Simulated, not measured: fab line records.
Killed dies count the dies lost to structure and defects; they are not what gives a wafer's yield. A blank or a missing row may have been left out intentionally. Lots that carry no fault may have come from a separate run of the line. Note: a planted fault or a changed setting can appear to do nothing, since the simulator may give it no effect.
fab line records ; flow sky130
record: lots: 11; wafers: 33; last-day: 50
route steps=708 shown FIELD_ISO@1 NWELL@67 SONOS_ONO@181 GATE_OXIDE@189 PAD_OPEN@708
lots that met no fault: from a run of the same line without faults
start-h: the number of hours between the record's first day and the start of the first shown wafer of the lot ; wait-h: hours from the lot's prior step to this one ; " same as the row above ; L1.1+2: several wafers, shown together as one row ; - value missing, or start not given ; * or withheld: withheld ; < > ~ a bound
route shown NAME@n: a module of which the file shows steps, and the number in the route of the first ; usual: the fault-free wafers' mean and standard deviation ; same: alike in all rows ; chamber/n: place in a boat ; sites: readings site by site ; _std_site: the values' standard deviation ; _edge_site: outer sites' mean less inner sites' ; radius-mm: how far each site lies from the wafer's centre ; mask NAME#n: copy n ; behind: tool/chamber where the wafer was last shaped ; hold: what put the lot on hold/how long, in hours/how the hold closed ; device: the n, p or np transistor that did not switch ; end of line: the route-end tests of the same wafers ; a step without rows: its recipe alone ; killed: dies that structure and defects cost at the first sort, which is not the same as the wafer's yield ; map: a wafer's dies, marking killed ones x, the rest . and places with no die _
set.NAME: the setting as run; set.NAME@STEP: as run at that earlier step ; model.NAME: the simulator's own value behind a step, which no gauge read
route steps across a sampled set of lots; one table per step, one row per wafer
services: a tool's chamber out of use, with start hour (start-h, from the record's first day; less than 0 if before it), hours out, and reason
== steps ==
step: SKY_FIELD_ISO_BOW_MEAS_00
recipe: mode: bow
usual: INCOMING_BOW: 0/6.1
lot.wafer;tool;chamber;start-h;wait-h;INCOMING_BOW[um]
L361.3;film-metro-03;-;15.04;-;5
L361.5;film-metro-03;-;15.04;-;1
L361.6;film-metro-03;-;15.04;-;-3
L362.2;film-metro-03;-;20.02;-;0
L362.4;film-metro-03;-;20.02;-;7
L362.6;film-metro-03;-;20.02;-;-12
L363.1;film-metro-02;-;25.00;-;1
L363.3;film-metro-02;-;25.00;-;-3
L363.5;film-metro-02;-;25.00;-;-3
L365.1;film-metro-01;-;35.00;-;2
L365.3;film-metro-01;-;35.00;-;7
L365.4;film-metro-01;-;35.00;-;-3
L366.1;film-metro-03;-;40.00;-;5
L366.3;film-metro-03;-;40.00;-;4
L366.5;film-metro-03;-;40.00;-;2
L367.1;film-metro-01;-;45.00;-;-4
L367.2;film-metro-01;-;45.00;-;6
L367.4;film-metro-01;-;45.00;-;-3
L375.1;film-metro-02;-;85.00;-;1
L375.4;film-metro-02;-;85.00;-;9
L375.6;film-metro-02;-;85.00;-;1
L376.2;film-metro-02;-;90.02;-;7
L376.3;film-metro-02;-;90.02;-;-7
L376.6;film-metro-02;-;90.02;-;9
L378.2;film-metro-01;-;100.02;-;-1
L378.4;film-metro-01;-;100.02;-;-13
L378.5;film-metro-01;-;100.02;-;8
L381.1;film-metro-02;-;115.00;-;7
L381.4;film-metro-02;-;115.00;-;9
L381.5;film-metro-02;-;115.00;-;-2
L382.1;film-metro-02;-;120.00;-;7
L382.3;film-metro-02;-;120.00;-;0
L382.4;film-metro-02;-;120.00;-;-3
step: SKY_NWELL_STRIP_14
recipe: chemistry: O2/N2; power-w: 1400; pressure-mtorr: 1500; platen-temp-c: withheld; o2-flow-sccm: 3000; n2-flow-sccm: 300; overash-fraction: 0.5
usual: drypump-motor-current-A: 5.6/0.68; oes-product-au: 0.722/0.0049; strip-time-to-endpoint-s: 36.94/0.1
lot.wafer;tool;chamber;start-h;wait-h;drypump-motor-current-A;oes-product-au;rf-hours-counter-h;strip-time-to-endpoint-s
L361.3;plasma-asher-04;1;94.83;0.1;4.9;0.714;-;36.95
L361.5;plasma-asher-04;0;94.83;0.1;6.3;0.727;-;37.04
L361.6;plasma-asher-04;1;94.83;0.1;4.9;0.721;-;37.10
L362.2;plasma-asher-02;1;96.62;0.1;6.4;0.720;41;36.91
L362.4;plasma-asher-02;1;96.62;0.1;6.4;0.722;-;36.89
L362.6;plasma-asher-02;0;96.62;0.1;5.8;0.725;-;36.87
L363.1;plasma-asher-04;1;103.77;0.1;4.9;0.723;43;37.01
L363.3;plasma-asher-04;0;103.77;0.1;6.4;0.721;-;37.01
L363.5;plasma-asher-04;0;103.77;0.1;6.4;0.725;-;36.99
L366.1;plasma-asher-01;0;122.95;0.1;4.8;0.723;46;36.90
L366.3;plasma-asher-01;1;122.95;0.1;5.0;0.722;-;36.94
L366.5;plasma-asher-01;0;122.95;0.1;4.8;0.722;-;37.02
L365.1;plasma-asher-04;0;123.72;0.1;6.3;0.943;1;-
L365.3;plasma-asher-04;0;123.72;0.1;6.3;0.945;-;-
L365.4;plasma-asher-04;1;123.72;0.1;5.0;0.943;-;-
L367.1;plasma-asher-02;0;131.62;0.1;5.8;0.728;44;36.83
L367.2;plasma-asher-02;1;131.62;0.1;6.5;0.719;44;36.81
L367.4;plasma-asher-02;1;131.62;0.1;6.5;0.719;-;36.84
L375.1;plasma-asher-01;1;174.50;0.1;5.0;0.724;51;36.93
L375.4;plasma-asher-01;0;174.50;0.1;4.8;0.716;-;37.01
L375.6;plasma-asher-01;0;174.50;0.1;4.9;0.720;-;37.09
L376.2;plasma-asher-01;1;179.50;0.1;5.0;0.730;52;36.90
L376.3;plasma-asher-01;1;179.50;0.1;5.0;0.724;-;37.01
L376.6;plasma-asher-01;0;179.50;0.1;4.8;0.728;-;36.79
L378.2;plasma-asher-02;1;190.07;0.1;6.4;0.719;49;37.01
L378.4;plasma-asher-02;0;190.07;0.1;5.8;0.732;-;36.91
L378.5;plasma-asher-02;1;190.07;0.1;6.5;0.726;-;36.82
L381.1;plasma-asher-04;0;207.92;0.1;6.3;0.720;9;36.88
L381.4;plasma-asher-04;1;207.92;0.1;5.0;0.726;-;36.99
L381.5;plasma-asher-04;0;207.92;0.1;6.4;0.724;-;36.99
L382.1;plasma-asher-04;1;211.10;0.1;5.0;0.714;9;36.96
L382.3;plasma-asher-04;0;211.10;0.1;6.3;0.707;-;37.09
L382.4;plasma-asher-04;1;211.10;0.1;4.9;0.721;-;37.04
step: SKY_NWELL_STRIP_25
recipe: chemistry: O2/N2; power-w: 1400; pressure-mtorr: 1500; platen-temp-c: withheld; o2-flow-sccm: 3000; n2-flow-sccm: 300; overash-fraction: 0.5
usual: drypump-motor-current-A: 5.7/0.64; oes-product-au: 0.722/0.0046; strip-time-to-endpoint-s: 36.92/0.12
lot.wafer;tool;chamber;start-h;wait-h;drypump-motor-current-A;oes-product-au;rf-hours-counter-h;strip-time-to-endpoint-s
L361.3;plasma-asher-02;1;113.11;0.1;6.4;0.722;-;36.80
L361.5;plasma-asher-02;1;113.11;0.1;6.5;0.716;-;36.83
L361.6;plasma-asher-02;0;113.11;0.1;5.8;0.716;-;36.91
L362.2;plasma-asher-01;1;115.37;0.1;5.0;0.724;45;36.97
L362.4;plasma-asher-01;1;115.37;0.1;5.0;0.718;-;36.97
L362.6;plasma-asher-01;1;115.37;0.1;5.0;0.720;-;37.07
L363.1;plasma-asher-02;1;123.00;0.1;6.4;0.711;44;36.80
L363.3;plasma-asher-02;1;123.00;0.1;6.5;0.722;-;36.88
L363.5;plasma-asher-02;1;123.00;0.1;6.4;0.715;-;36.86
L366.1;plasma-asher-04;0;141.87;0.1;6.4;0.722;2;36.92
L366.3;plasma-asher-04;1;141.87;0.1;4.9;0.720;-;36.84
L366.5;plasma-asher-04;0;141.87;0.1;6.3;0.723;-;36.98
L365.1;plasma-asher-04;0;142.70;0.1;6.4;0.725;2;56.62
L365.3;plasma-asher-04;0;142.70;0.1;6.4;0.726;-;56.51
L365.4;plasma-asher-04;1;142.70;0.1;5.0;0.730;-;56.65
L367.1;plasma-asher-04;1;150.00;0.1;4.9;0.724;3;36.83
L367.2;plasma-asher-04;0;150.00;0.1;6.4;0.724;3;36.76
L367.4;plasma-asher-04;0;150.00;0.1;6.4;0.722;-;36.76
L375.1;plasma-asher-02;0;195.05;0.1;5.8;0.721;50;37.18
L375.4;plasma-asher-02;0;195.05;0.1;5.8;0.717;-;37.09
L375.6;plasma-asher-02;1;195.05;0.1;6.5;0.729;-;37.14
L376.2;plasma-asher-01;0;199.60;0.1;4.8;0.712;53;37.00
L376.3;plasma-asher-01;0;199.60;0.1;4.8;0.729;-;37.06
L376.6;plasma-asher-01;1;199.60;0.1;5.0;0.717;-;37.03
L378.2;plasma-asher-02;1;210.95;0.1;6.4;0.721;52;37.00
L378.4;plasma-asher-02;0;210.95;0.1;5.8;0.726;-;36.96
L378.5;plasma-asher-02;0;210.95;0.1;5.8;0.723;-;36.99
L381.1;plasma-asher-02;1;229.70;0.1;6.4;0.725;53;36.95
L381.4;plasma-asher-02;0;229.70;0.1;5.8;0.723;-;37.07
L381.5;plasma-asher-02;0;229.70;0.1;5.8;0.717;-;37.09
L382.1;plasma-asher-02;0;233.65;0.1;5.8;0.718;54;36.94
L382.3;plasma-asher-02;0;233.65;0.1;5.8;0.733;-;36.99
L382.4;plasma-asher-02;1;233.65;0.1;6.4;0.722;-;36.92
step: SKY_NWELL_TW_MEAS_26
usual: NWELL_2_TW: 495.8/3
lot.wafer;tool;chamber;start-h;wait-h;hold;NWELL_2_TW
L361.3;film-metro-01;-;113.19;0.1;-;497.7
L361.5;film-metro-01;-;113.19;0.1;-;497.9
L361.6;film-metro-01;-;113.19;0.1;-;498.6
L362.2;film-metro-01;-;115.48;0.1;-;499.7
L362.4;film-metro-01;-;115.48;0.1;-;495.6
L362.6;film-metro-01;-;115.48;0.1;-;499.8
L363.1;film-metro-01;-;123.10;0.1;-;494.4
L363.3;film-metro-01;-;123.10;0.1;-;493.0
L363.5;film-metro-01;-;123.10;0.1;-;492.8
L366.1;film-metro-03;-;141.97;0.1;-;497.4
L366.3;film-metro-03;-;141.97;0.1;-;497.7
L366.5;film-metro-03;-;141.97;0.1;-;497.6
L365.1;film-metro-01;-;142.80;0.1;await-dispo/0.2h/release;29.8
L365.3;film-metro-01;-;142.80;0.1;await-dispo/0.2h/release;29.8
L365.4;film-metro-01;-;142.80;0.1;await-dispo/0.2h/release;29.8
L365.1;film-metro-01;-;143.03;0.2;-;29.9
L365.3;film-metro-01;-;143.03;0.2;-;29.8
L365.4;film-metro-01;-;143.03;0.2;-;30.0
L367.1;film-metro-04;-;150.10;0.1;-;489.9
L367.2;film-metro-04;-;150.10;0.1;-;492.2
L367.4;film-metro-04;-;150.10;0.1;-;492.6
L375.1;film-metro-03;-;195.15;0.1;-;501.2
L375.4;film-metro-03;-;195.15;0.1;-;504.0
L375.6;film-metro-03;-;195.15;0.1;-;500.6
L376.2;film-metro-04;-;199.71;0.1;-;496.4
L376.3;film-metro-04;-;199.71;0.1;-;493.2
L376.6;film-metro-04;-;199.71;0.1;-;496.2
L378.2;film-metro-01;-;211.06;0.1;-;496.9
L378.4;film-metro-01;-;211.06;0.1;-;497.9
L378.5;film-metro-01;-;211.06;0.1;-;498.1
L381.1;film-metro-03;-;229.80;0.1;-;495.7
L381.4;film-metro-03;-;229.80;0.1;-;491.4
L381.5;film-metro-03;-;229.80;0.1;-;493.9
L382.1;film-metro-01;-;233.75;0.1;-;496.8
L382.3;film-metro-01;-;233.75;0.1;-;495.2
L382.4;film-metro-01;-;233.75;0.1;-;498.9
step: SKY_SONOS_ONO_CD_MEAS_13
recipe: target-cd-nm: 410
usual: cd-nm: 409.2/2.5
lot.wafer;tool;chamber;start-h;wait-h;cd-nm
L361.3;cd-sem-01;-;288.75;0.1;409.0
L361.5;cd-sem-01;-;288.75;0.1;408.0
L361.6;cd-sem-01;-;288.75;0.1;408.2
L362.2;cd-sem-01;-;291.28;0.1;409.2
L362.4;cd-sem-01;-;291.28;0.1;410.3
L362.6;cd-sem-01;-;291.28;0.1;409.0
L363.1;cd-sem-02;-;301.06;0.1;407.2
L363.3;cd-sem-02;-;301.06;0.1;408.9
L363.5;cd-sem-02;-;301.06;0.1;406.8
L366.1;cd-sem-02;-;327.46;0.1;414.7
L366.3;cd-sem-02;-;327.46;0.1;414.5
L366.5;cd-sem-02;-;327.46;0.1;414.4
L367.1;cd-sem-01;-;339.91;0.1;410.1
L367.2;cd-sem-01;-;339.91;0.1;411.1
L367.4;cd-sem-01;-;339.91;0.1;410.5
L375.1;cd-sem-02;-;402.31;0.1;411.5
L375.4;cd-sem-02;-;402.31;0.1;411.1
L375.6;cd-sem-02;-;402.31;0.1;412.4
L376.2;cd-sem-02;-;411.33;0.1;409.6
L376.3;cd-sem-02;-;411.33;0.1;407.7
L376.6;cd-sem-02;-;411.33;0.1;409.9
L378.2;cd-sem-02;-;427.63;0.1;408.8
L378.4;cd-sem-02;-;427.63;0.1;409.1
L378.5;cd-sem-02;-;427.63;0.1;409.6
L381.1;cd-sem-01;-;455.86;0.1;415.5
L381.4;cd-sem-01;-;455.86;0.1;413.4
L381.5;cd-sem-01;-;455.86;0.1;413.8
L382.1;cd-sem-02;-;459.91;0.1;408.7
L382.3;cd-sem-02;-;459.91;0.1;409.8
L382.4;cd-sem-02;-;459.91;0.1;408.0
step: SKY_GATE_OXIDE_THK_MEAS_02
recipe: reads: SiO2_of_GATE_OXIDE_OXIDATION_01
usual: GATE_OXIDE_OXIDATION_00_THK: 10.21/0.2
lot.wafer;tool;chamber;start-h;wait-h;GATE_OXIDE_OXIDATION_00_THK[nm]
L361.3;film-metro-01;-;292.09;0.0;9.98
L361.5;film-metro-01;-;292.09;0.0;9.83
L361.6;film-metro-01;-;292.09;0.0;9.88
L362.2;film-metro-01;-;294.66;0.0;9.83
L362.4;film-metro-01;-;294.66;0.0;9.81
L362.6;film-metro-01;-;294.66;0.0;9.76
L363.1;film-metro-03;-;304.21;0.0;10.37
L363.3;film-metro-03;-;304.21;0.0;10.36
L363.5;film-metro-03;-;304.21;0.0;10.25
L366.1;film-metro-04;-;330.16;0.0;10.18
L366.3;film-metro-04;-;330.16;0.0;10.27
L366.5;film-metro-04;-;330.16;0.0;10.19
L367.1;film-metro-03;-;343.01;0.0;9.90
L367.2;film-metro-03;-;343.01;0.0;10.08
L367.4;film-metro-03;-;343.01;0.0;10.04
L375.1;film-metro-01;-;404.54;0.0;9.88
L375.4;film-metro-01;-;404.54;0.0;10.02
L375.6;film-metro-01;-;404.54;0.0;10.13
L376.2;film-metro-04;-;414.00;0.0;10.13
L376.3;film-metro-04;-;414.00;0.0;10.13
L376.6;film-metro-04;-;414.00;0.0;10.10
L378.2;film-metro-04;-;430.00;0.0;10.53
L378.4;film-metro-04;-;430.00;0.0;10.28
L378.5;film-metro-04;-;430.00;0.0;10.29
L381.1;film-metro-03;-;458.15;0.0;10.16
L381.4;film-metro-03;-;458.15;0.0;10.26
L381.5;film-metro-03;-;458.15;0.0;10.36
L382.1;film-metro-01;-;463.18;0.0;10.33
L382.3;film-metro-01;-;463.18;0.0;10.34
L382.4;film-metro-01;-;463.18;0.0;10.43
step: SKY_PAD_OPEN_PROBE_99
usual: defect-limited-yield: 82.6/2.1; killed_at_M0_to_M3: 42/7.6; killed_at_M4_up: 3.4/2; killed-at-contacts: 24/5.9; killed-at-front-end: 16/4.5; killed-at-other: 0.4/0.58; killed-dies: 86/10; killed-on-rim: 17/4.2; killed-open: 47/7.6; killed-short: 39/6.7; sort_bin_3_pad_short: 0.9/0.42; sort_bin_5_function: 10.3/1.7; sort_bin_6_memory: 6.2/1.2; sort-n-pass: 406/10; sort-yield-pct: 82.6/2.1
same: gross-dies: 492; killed-at-back-side: 0; sort_bin_4_leakage[%]: 0; sort_bin_8_speed[%]: 0
lot.wafer;tool;chamber;start-h;wait-h;defect-limited-yield[%];killed_at_M0_to_M3;killed_at_M4_up;killed-at-contacts;killed-at-front-end;killed-at-other;killed-dies;killed-on-rim;killed-open;killed-short;sort_bin_3_pad_short[%];sort_bin_5_function[%];sort_bin_6_memory[%];sort-n-pass;sort-yield-pct[%]
L375.1;prober-02;-;1166.68;0.1;80.7;48;7;26;14;0;95;17;49;44;1.2;11.8;6.3;397;80.7
L375.4;prober-02;-;1166.83;0.2;79.5;49;7;31;14;0;101;13;54;47;1.0;11.6;7.9;391;79.5
L375.6;prober-02;-;1166.93;0.2;79.9;49;3;34;13;0;99;27;56;40;1.2;11.2;7.7;393;79.9
L376.2;prober-02;-;1168.98;0.1;82.9;53;2;19;9;1;84;12;58;26;0.6;10.8;5.7;408;82.9
L376.3;prober-02;-;1169.03;0.2;85.0;38;2;26;7;1;74;10;47;27;1.2;8.3;5.5;418;85.0
L376.6;prober-02;-;1169.18;0.2;82.3;45;3;26;13;0;87;21;42;45;1.4;10.8;5.5;405;82.3
L382.1;prober-02;-;1195.63;0.1;80.9;43;2;32;17;0;94;24;54;38;1.2;11.2;6.7;398;80.9
L382.3;prober-02;-;1195.73;0.2;82.3;40;4;26;16;1;87;17;49;38;0.4;12.8;4.5;405;82.3
L382.4;prober-02;-;1195.78;0.2;84.3;40;1;15;21;0;77;16;48;28;0.6;8.9;6.1;415;84.3
killed by level:class
L375.1 VIA1:geometric-particle:open=12 LI_CONTACT:geometric-particle:open=11 CONTACT:geometric-particle:open=8 VIA1:geometric-particle:short=7 METAL1:geometric-particle:short=5 VIA2:geometric-particle:open=5 FIELD_ISO:geometric-particle:open=4 METAL2:geometric-particle:short=4
L375.4 VIA1:geometric-particle:open=13 CONTACT:geometric-particle:open=10 LI_CONTACT:geometric-particle:open=8 VIA3:geometric-particle:short=6 VIA2:geometric-particle:open=6 METAL2:geometric-particle:short=6 VIA3:geometric-particle:open=5 METAL4:geometric-particle:short=5
L375.6 LI_CONTACT:geometric-particle:open=13 CONTACT:geometric-particle:open=8 VIA1:geometric-particle:open=8 VIA2:geometric-particle:open=8 CONTACT:geometric-particle:short=7 VIA3:geometric-particle:open=6 METAL2:geometric-particle:short=5 METAL2:geometric-particle:open=5
L376.2 VIA1:geometric-particle:open=12 CONTACT:geometric-particle:open=9 VIA2:geometric-particle:open=9 VIA3:geometric-particle:open=8 METAL2:geometric-particle:short=7 LI_CONTACT:geometric-particle:open=5 FIELD_ISO:geometric-particle:open=4 SPACER:geometric-particle:open=3
L376.3 CONTACT:geometric-particle:open=14 VIA1:geometric-particle:open=12 LI_CONTACT:geometric-particle:open=5 METAL1:geometric-particle:short=5 VIA3:geometric-particle:open=5 METAL2:geometric-particle:short=4 FIELD_ISO:geometric-particle:open=3 LI_CONTACT:geometric-particle:short=3
L376.6 CONTACT:geometric-particle:open=9 VIA1:geometric-particle:short=9 VIA1:geometric-particle:open=9 VIA3:geometric-particle:open=7 CONTACT:geometric-particle:short=7 METAL2:geometric-particle:short=6 VIA2:geometric-particle:open=5 LI_CONTACT:geometric-particle:open=5
L382.1 LI_CONTACT:geometric-particle:open=11 CONTACT:geometric-particle:open=9 VIA3:geometric-particle:open=9 VIA2:geometric-particle:open=5 LOCAL_INTERCONNECT:geometric-particle:short=5 CONTACT:geometric-particle:short=5 VIA1:geometric-particle:open=5 POLY_GATE:geometric-particle:open=4
L382.3 CONTACT:geometric-particle:open=9 METAL1:geometric-particle:short=8 LI_CONTACT:geometric-particle:open=7 VIA1:geometric-particle:open=7 LOCAL_INTERCONNECT:geometric-particle:short=5 METAL2:geometric-particle:short=5 VIA3:geometric-particle:open=5 POLY_GATE:geometric-particle:open=4
L382.4 VIA1:geometric-particle:open=10 VIA3:geometric-particle:open=9 CONTACT:geometric-particle:open=5 POLY_GATE:geometric-particle:open=5 METAL2:geometric-particle:short=5 FIELD_ISO:geometric-particle:short=4 FIELD_ISO:geometric-particle:open=3 POLY_GATE:geometric-particle:short=3
== services ==
tool;chamber;start-h;hours;kind
plasma-asher-04;-;108.75;9.0;pm
plasma-asher-04;0;108.75;9.0;vent-cycle
plasma-asher-04;1;108.75;9.0;vent-cycle
plasma-asher-04;0;117.75;-;clean
plasma-asher-04;1;117.75;-;clean
plasma-asher-04;-;129.69;4.3;repair
plasma-asher-02;-;136.99;0.6;repair
plasma-asher-02;-;139.60;2.8;repair
plasma-asher-02;-;167.38;2.8;pm
plasma-asher-04;-;189.91;2.8;pm
== key ==
first-sign: step: SKY_NWELL_STRIP_14; reading: oes-product-au; direction: up; sigmas: 45; usual: 0.722; struck: 0.943
effect: step: SKY_NWELL_STRIP_25; reading: strip-time-to-endpoint-s; direction: up; sigmas: 99+; usual: *; struck: *
effect: step: SKY_NWELL_TW_MEAS_26; reading: visit; direction: added
effect: step: SKY_NWELL_TW_MEAS_26; reading: NWELL_2_TW; direction: down; sigmas: 99+; usual: 495.8; struck: 29.8
met-at SKY_NWELL_STRIP_14
struck-lots L365
scrapped-behind SKY_NWELL_TW_MEAS_26 L365.1,L365.3,L365.4
not-acting-at SKY_FIELD_ISO_BOW_MEAS_00,SKY_SONOS_ONO_CD_MEAS_13,SKY_GATE_OXIDE_THK_MEAS_02
onset-between 103.77 123.72
fault: kind: strip-aborted; tool: plasma-asher-04; chamber: -; onset-h: 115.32; steps: SKY_NWELL_STRIP_14; offset: 0.69021; end-h: 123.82
